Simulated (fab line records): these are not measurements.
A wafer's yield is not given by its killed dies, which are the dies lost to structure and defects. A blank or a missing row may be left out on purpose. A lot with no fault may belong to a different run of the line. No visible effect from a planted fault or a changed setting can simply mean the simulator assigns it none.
One fault seen from 2 desks :: flow sky130 :: numbers are kept per desk, each desk with only its own; the story behind them comes last

## AT THE METROLOGY DESK
What the gauges read, lot by lot, whatever tool the lot ran on: means of the sampled wafers that have a number. If a lot's mean is further than 4 standard deviations from the usual mean, the lot is out of limits and carries the mark OUT (the distance appears in the brackets).
Columns: A = VIA1_OVL at SKY_VIA1_OVL_MEAS_13, usual 3 nm; B = VIA2_W_RS at SKY_VIA2_RS_MEAS_22, usual 0.270 ohm/sq
lot: L969
first seen here: day 33 20:32
A: 2
B: 0.270

lot: L970
first seen here: day 34 04:08
A: -2
B: 0.273

lot: L972
first seen here: day 35 00:21
A: 5
B: 0.275

lot: L974
first seen here: day 35 19:25
A: 12
B: 0.269

lot: L975
first seen here: day 36 01:54
A: 10
B: 0.274

lot: L976
first seen here: day 36 02:38
A: 1
B: 0.271

lot: L978
first seen here: day 36 16:21
A: -5
B: 0.273

lot: L979
first seen here: day 36 22:15
A: 11
B: 0.270

lot: L980
first seen here: day 37 10:13
A: -4
B: 0.271

lot: L981
first seen here: day 37 14:48
A: 0
B: 0.267

lot: L982
first seen here: day 37 20:21
A: 4
B: 0.271

lot: L983
first seen here: day 38 06:51
A: -2
B: 0.271

lot: L985
first seen here: day 39 09:35
A: 2
B: 0.271
Finding of this desk: none of the 13 lots has anything out of limits.

## FOR THE TOOL OWNER'S DESK: cmp-01
The tool's own readings at SKY_VIA2_CMP_02 (polishes SiO2): means of the sampled wafers that have a number, for each lot that ran on this tool. If a lot's mean is further than 4 standard deviations from the usual mean, the lot is out of limits and carries the mark OUT (the distance appears in the brackets).
Columns: A = motor current A at SKY_VIA2_CMP_02, usual 11.6 A
lot: L969
first seen here: day 35 02:01
A: 11.6

lot: L970
first seen here: day 35 08:51
A: 11.4

lot: L974
first seen here: day 36 23:56
A: 12.0

lot: L975
first seen here: day 37 06:31
A: 11.7

lot: L976
first seen here: day 37 07:34
A: 11.9

lot: L978
first seen here: day 37 21:03
A: 11.0

lot: L979
first seen here: day 38 04:58
A: 11.7

lot: L980
first seen here: day 38 14:01
A: 11.0

lot: L981
first seen here: day 38 19:22
A: 12.0

lot: L982
first seen here: day 39 00:14
A: 11.6

lot: L985
first seen here: day 40 13:13
A: 11.8
Finding of this desk: none of the 11 lots has anything out of limits.

## BROUGHT TOGETHER
The metrology desk saw nothing out of limits.
The tool owner's desk saw nothing out of limits.

## WHAT THE SIMULATOR HAD PUT IN
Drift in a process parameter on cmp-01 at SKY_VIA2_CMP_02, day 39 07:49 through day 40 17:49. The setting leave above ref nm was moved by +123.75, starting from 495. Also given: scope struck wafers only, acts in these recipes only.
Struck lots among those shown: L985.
